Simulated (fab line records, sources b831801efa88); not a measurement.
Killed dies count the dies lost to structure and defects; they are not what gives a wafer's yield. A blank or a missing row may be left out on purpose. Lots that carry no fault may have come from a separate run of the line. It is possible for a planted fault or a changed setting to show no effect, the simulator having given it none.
Which tool did it? | flow sky130 | Sampling: 14 lots, 42 wafers, 5 of 708 route steps

## WHAT THE GAUGES READ, wafer by wafer
SKY_LOCAL_INTERCONNECT_CD_MEAS_11: the cd target is 170 nm.
lot  | measured     | on        | cd-nm (nm)
L642 | day 30 22:35 | cd-sem-01 | 169.4 167.9 169.6
L643 | day 31 17:57 | cd-sem-01 | 169.4 169.8 168.4
L645 | day 31 20:14 | cd-sem-01 | 168.0 169.1 167.2
L644 | day 31 23:05 | cd-sem-02 | 171.9 171.7 173.9
L646 | day 32 19:18 | cd-sem-02 | 169.9 169.2 169.0
L650 | day 33 04:47 | cd-sem-02 | 170.6 171.2 170.0
L653 | day 34 12:15 | cd-sem-01 | 173.0 171.7 173.0
L654 | day 34 14:45 | cd-sem-01 | 170.9 171.5 170.7
L657 | day 35 13:58 | cd-sem-01 | 170.7 170.1 170.4
L659 | day 36 01:25 | cd-sem-01 | 179.1 179.0 178.9
L660 | day 36 13:12 | cd-sem-02 | 182.8 182.0 182.9
L661 | day 36 17:08 | cd-sem-02 | 179.1 180.3 180.9
L662 | day 36 23:41 | cd-sem-01 | 179.9 179.6 179.5
L664 | day 37 14:52 | cd-sem-01 | 168.7 167.8 168.3

SKY_CONTACT_THK_MEAS_01.
lot  | measured     | on            | CONTACT_CVD_00_THK (nm)
L642 | day 30 23:28 | film-metro-02 | 74.7 75.3 76.5
L643 | day 31 18:52 | film-metro-03 | 74.5 75.8 76.6
L645 | day 31 21:06 | film-metro-01 | 75.6 76.4 76.1
L644 | day 32 00:01 | film-metro-01 | 73.4 74.0 74.9
L646 | day 32 20:13 | film-metro-03 | 75.8 75.9 76.7
L650 | day 33 05:40 | film-metro-02 | 74.1 75.1 75.5
L653 | day 34 13:13 | film-metro-03 | 75.6 75.7 76.1
L654 | day 34 15:41 | film-metro-01 | 75.4 75.5 78.1
L657 | day 35 14:53 | film-metro-02 | 74.3 75.9 75.1
L659 | day 36 02:18 | film-metro-01 | 75.1 76.4 75.6
L660 | day 36 14:05 | film-metro-01 | 74.4 75.4 75.8
L661 | day 36 18:02 | film-metro-01 | 74.0 73.9 75.6
L662 | day 37 00:35 | film-metro-03 | 75.9 75.9 76.6
L664 | day 37 15:45 | film-metro-02 | 73.6 75.1 75.8

SKY_CONTACT_BOW_MEAS_05.
lot  | measured     | on            | CONTACT_BOW (um)
L642 | day 30 23:58 | film-metro-02 | 81 96 86
L643 | day 31 19:22 | film-metro-01 | 84 91 88
L645 | day 31 21:37 | film-metro-01 | 69 92 85
L644 | day 32 00:30 | film-metro-01 | 88 84 76
L646 | day 32 20:44 | film-metro-01 | 75 85 82
L650 | day 33 06:10 | film-metro-02 | 74 78 86
L653 | day 34 13:43 | film-metro-02 | 86 82 80
L654 | day 34 16:11 | film-metro-02 | 87 78 90
L657 | day 35 15:23 | film-metro-02 | 79 87 72
L659 | day 36 02:49 | film-metro-01 | 82 82 89
L660 | day 36 15:20 | film-metro-03 | 72 72 74
L661 | day 36 18:31 | film-metro-02 | 76 77 90
L662 | day 37 01:04 | film-metro-03 | 89 98 92
L664 | day 37 16:15 | film-metro-01 | 77 77 78

## TOOL THAT RAN EACH LOT (tool first, then ch and the chambers of the sampled wafers, then the start)
lot  | SKY_RES_XHIGH_STRIP_08               | SKY_LOCAL_INTERCONNECT_EXPOSE_08
L642 | plasma-asher-02 ch 0,1, day 27 06:29 | krf-scanner-02 ch 0, day 30 08:14
L643 | plasma-asher-04 ch 0, day 28 04:02   | krf-scanner-02 ch 0, day 31 04:00
L645 | plasma-asher-02 ch 0,1, day 28 05:31 | krf-scanner-01 ch 0, day 31 06:46
L644 | plasma-asher-04 ch 0,1, day 28 07:11 | krf-scanner-01 ch 0, day 31 09:05
L646 | plasma-asher-04 ch 0,1, day 29 04:59 | krf-scanner-02 ch 0, day 32 05:40
L650 | plasma-asher-04 ch 0,1, day 29 14:11 | krf-scanner-01 ch 0, day 32 15:11
L653 | plasma-asher-04 ch 0,1, day 30 22:26 | krf-scanner-01 ch 0, day 33 22:33
L654 | plasma-asher-04 ch 0,1, day 31 03:20 | krf-scanner-02 ch 0, day 34 02:10
L657 | plasma-asher-04 ch 0,1, day 32 03:59 | krf-scanner-02 ch 0, day 35 01:17
L659 | plasma-asher-02 ch 0,1, day 32 15:10 | krf-scanner-02 ch 0, day 35 12:52
L660 | plasma-asher-04 ch 0,1, day 33 02:23 | krf-scanner-02 ch 0, day 35 23:56
L661 | plasma-asher-02 ch 0,1, day 33 06:47 | krf-scanner-02 ch 0, day 36 03:38
L662 | plasma-asher-02 ch 0,1, day 33 14:23 | krf-scanner-02 ch 0, day 36 11:38
L664 | plasma-asher-02 ch 1, day 34 05:38   | krf-scanner-01 ch 0, day 37 01:32
- SKY_RES_XHIGH_STRIP_08: strips in O2/N2.
- SKY_LOCAL_INTERCONNECT_EXPOSE_08: exposes mask LI1M, target cd 170 nm.

## AS READ BY THE TOOLS THEMSELVES (means over the sampled wafers that have a number; for cases with no such wafer, the mark the record gives instead)
SKY_RES_XHIGH_STRIP_08.
lot  | tool            | drypump-motor-current-A (A) | oes-product-au (a.u.) | strip-time-to-endpoint-s (s)
L642 | plasma-asher-02 | 5.0                         | 0.713                 | 14.34
L643 | plasma-asher-04 | 5.4                         | 0.713                 | 14.34
L645 | plasma-asher-02 | 5.0                         | 0.712                 | 14.22
L644 | plasma-asher-04 | 5.7                         | 0.713                 | 14.35
L646 | plasma-asher-04 | 5.5                         | 0.707                 | 14.25
L650 | plasma-asher-04 | 5.5                         | 0.710                 | 14.32
L653 | plasma-asher-04 | 5.7                         | 0.714                 | 14.30
L654 | plasma-asher-04 | 5.7                         | 0.714                 | 14.29
L657 | plasma-asher-04 | 5.7                         | 0.710                 | 14.35
L659 | plasma-asher-02 | 5.2                         | 0.714                 | 14.29
L660 | plasma-asher-04 | 5.5                         | 0.710                 | 14.29
L661 | plasma-asher-02 | 5.2                         | 0.711                 | 14.34
L662 | plasma-asher-02 | 5.2                         | 0.713                 | 14.27
L664 | plasma-asher-02 | 4.7                         | 0.716                 | 14.28

SKY_LOCAL_INTERCONNECT_EXPOSE_08.
lot  | tool           | exposure-dose-mJ-cm2
L642 | krf-scanner-02 | 27.97
L643 | krf-scanner-02 | 27.95
L645 | krf-scanner-01 | 27.95
L644 | krf-scanner-01 | 27.96
L646 | krf-scanner-02 | 28.00
L650 | krf-scanner-01 | 27.95
L653 | krf-scanner-01 | 27.98
L654 | krf-scanner-02 | 27.98
L657 | krf-scanner-02 | 27.98
L659 | krf-scanner-02 | 26.52
L660 | krf-scanner-02 | 26.50
L661 | krf-scanner-02 | 26.84
L662 | krf-scanner-02 | 26.82
L664 | krf-scanner-01 | 27.96

## THE ANSWER, worked out from the rows above alone
Rule: what is usual is taken from the lots themselves. Put in order of their means at a reading, lots are off if they are a third of the lots or fewer, leave a main group of 4 or more, and stand apart from it by a gap of 3 or more times the standard deviation of the main group's means; of several such gaps the widest counts. The tables above print the reading to a certain number of digits; a main group whose means all agree to those digits is not used. A lot without any number at a reading at which 4 lots or more have one is off too. Where the step has rows for the other lots, those lots are counted as sound. Order of review: gauges by route order, followed by the tools' own readings, for which a lot's mean as printed above is used. At the first step where some lot is off, the reading lying furthest off is the one used; lots without a number count as furthest.
Off: L659, L660, L661, L662 (SKY_LOCAL_INTERCONNECT_CD_MEAS_11, cd-nm). For the main group the mean is 170.1 nm and the standard deviation 1.5.
If a tool, at a process step before that reading, ran all the lots that are off and no sound lot after the first of them, it fits. The gauges at SKY_LOCAL_INTERCONNECT_CD_MEAS_11 aren't tried: what is off there is off at SKY_LOCAL_INTERCONNECT_EXPOSE_08 too, on other tools, and a gauge's error can't cause that. One fits: krf-scanner-02 at SKY_LOCAL_INTERCONNECT_EXPOSE_08. Its last sound lot is L657 (day 35 01:17), its first lot that is off L659 (day 35 12:52): a fault that began between those two fits.
The tool's own readings at SKY_LOCAL_INTERCONNECT_EXPOSE_08 bear it out: on the lots that are off they differ by more than 5 times the standard deviation of the sound lots' means. exposure-dose-mJ-cm2 reads 26.67 there against 27.97 on the sound lots.

## WHAT HAD BEEN PUT IN BY THE SIMULATOR
Process parameters drifting: krf-scanner-02 at SKY_LOCAL_INTERCONNECT_EXPOSE_08, beginning at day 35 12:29. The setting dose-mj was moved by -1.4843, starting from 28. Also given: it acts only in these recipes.
Lots struck among those shown: L659, L660, L661, L662. The rule given above showed the same thing.
